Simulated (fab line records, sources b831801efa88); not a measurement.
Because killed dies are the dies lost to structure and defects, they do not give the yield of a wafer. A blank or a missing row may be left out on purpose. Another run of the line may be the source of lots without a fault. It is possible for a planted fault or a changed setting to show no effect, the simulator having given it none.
Check for tools in common    flow sky130    14 lots and 42 wafers in the sample

## WHY IT WAS OPENED
At SKY_NWELL_RS_MEAS_29 the reading NWELL_RS is flagged on 2 of 14 lots. Wafers without a fault read 624.0 ohm/sq, standard deviation 1.7.
Rule: flag the lot when none of its wafers has a number, or when each of its wafers that has one lies beyond 4 standard deviations from that mean. The other lots count as sound.

lot   measured      on             NWELL_RS (ohm/sq), wafer by wafer  flag
L349  day 5 10:01   film-metro-01  626.0 623.7 625.0                  
L352  day 6 00:31   film-metro-03  623.9 623.8 624.0                  
L354  day 6 12:23   film-metro-01  622.0 622.7 623.1                  
L355  day 6 19:31   film-metro-01  622.8 624.5 623.3                  
L357  day 7 04:06   film-metro-01  623.1 623.3 624.4                  
L358  day 7 13:11   film-metro-02  624.7 627.1 626.0                  
L359  day 7 21:32   film-metro-02  625.3 625.7 625.4                  
L360  day 8 08:50   film-metro-01  622.0 623.4 623.4                  
L362  day 8 17:27   film-metro-03  649.3 648.6 650.0                  FLAGGED
L363  day 8 23:35   film-metro-03  652.7 653.0 654.6                  FLAGGED
L364  day 9 04:34   film-metro-03  623.7 623.0 621.0                  
L365  day 9 15:15   film-metro-03  624.0 625.5 623.1                  
L370  day 11 01:17  film-metro-01  619.5 620.8 620.9                  
L371  day 11 08:39  film-metro-03  624.3 622.3 624.0                  
The mean of the flagged lots' numbers is 651.4 ohm/sq, +27.4 ohm/sq from the usual (+16 standard deviations).

## LOT BY LOT: THE TOOL USED
The record holds 2 process steps before the reading, out of a route of 708 steps. In each cell: the tool, then ch and the chambers that the sampled wafers went through, then the start.
lot   flag     SKY_DNWELL_STRIP_08                  SKY_NWELL_IMPLANT_13
L349           plasma-asher-03 ch 0,1, day 3 05:59  implanter-03 ch 0, day 4 16:52
L352           plasma-asher-03 ch 0,1, day 3 19:42  implanter-02 ch 0, day 5 06:08
L354           plasma-asher-01 ch 0,1, day 4 06:05  implanter-03 ch 0, day 5 17:05
L355           plasma-asher-04 ch 0,1, day 4 12:44  implanter-04 ch 0, day 5 23:58
L357           plasma-asher-04 ch 0,1, day 4 22:10  implanter-03 ch 0, day 6 09:07
L358           plasma-asher-03 ch 0,1, day 5 04:37  implanter-03 ch 0, day 6 17:28
L359           plasma-asher-04 ch 0,1, day 5 11:12  implanter-04 ch 0, day 7 02:10
L360           plasma-asher-04 ch 0,1, day 5 21:04  implanter-03 ch 0, day 7 11:37
L362  FLAGGED  plasma-asher-04 ch 0,1, day 6 04:53  implanter-03, day 7 20:03
L363  FLAGGED  plasma-asher-01 ch 0,1, day 6 10:43  implanter-02, day 8 01:28
L364           plasma-asher-04 ch 0,1, day 6 15:32  implanter-04 ch 0, day 8 06:55
L365           plasma-asher-01 ch 0,1, day 7 00:17  implanter-03 ch 0, day 8 16:56
L370           plasma-asher-04 ch 0,1, day 8 07:04  implanter-02 ch 0, day 10 02:11
L371           plasma-asher-03 ch 0,1, day 8 11:10  implanter-03 ch 0, day 10 08:41
What these steps do:
- SKY_DNWELL_STRIP_08: strips in O2/N2.
- SKY_NWELL_IMPLANT_13
- SKY_NWELL_RS_MEAS_29: measures by four-point-probe.

## FLAGGED OVER TOTAL, TOOL BY TOOL (the gauges that took the reading come last)
step                  tool             lots run  flagged  share of the flagged lots  sound lots run after its first flagged lot
SKY_DNWELL_STRIP_08   plasma-asher-01  3         1        some                       1 (L365)
SKY_DNWELL_STRIP_08   plasma-asher-03  4         0        none                       -
SKY_DNWELL_STRIP_08   plasma-asher-04  7         1        some                       2 (L364,L370)
SKY_NWELL_IMPLANT_13  implanter-02     3         1        some                       1 (L370)
SKY_NWELL_IMPLANT_13  implanter-03     8         1        some                       2 (L365,L371)
SKY_NWELL_IMPLANT_13  implanter-04     3         0        none                       -
SKY_NWELL_RS_MEAS_29  film-metro-01    6         0        none                       -
SKY_NWELL_RS_MEAS_29  film-metro-02    2         0        none                       -
SKY_NWELL_RS_MEAS_29  film-metro-03    6         2        all                        3 (L364,L365,L371)

## WHAT THE TABLE ALLOWS
1 row of the table ran every flagged lot: film-metro-03 at SKY_NWELL_RS_MEAS_29.
- film-metro-03 at SKY_NWELL_RS_MEAS_29: 2 of its 6 lots flagged. Sound lots followed the first flagged one (L364, L365, L371) on it, something a lasting fault affecting the whole tool could not allow.
None of the table's rows ran every flagged lot and, after the first, no sound lot.

## WHAT WAS PUT IN BY THE SIMULATOR
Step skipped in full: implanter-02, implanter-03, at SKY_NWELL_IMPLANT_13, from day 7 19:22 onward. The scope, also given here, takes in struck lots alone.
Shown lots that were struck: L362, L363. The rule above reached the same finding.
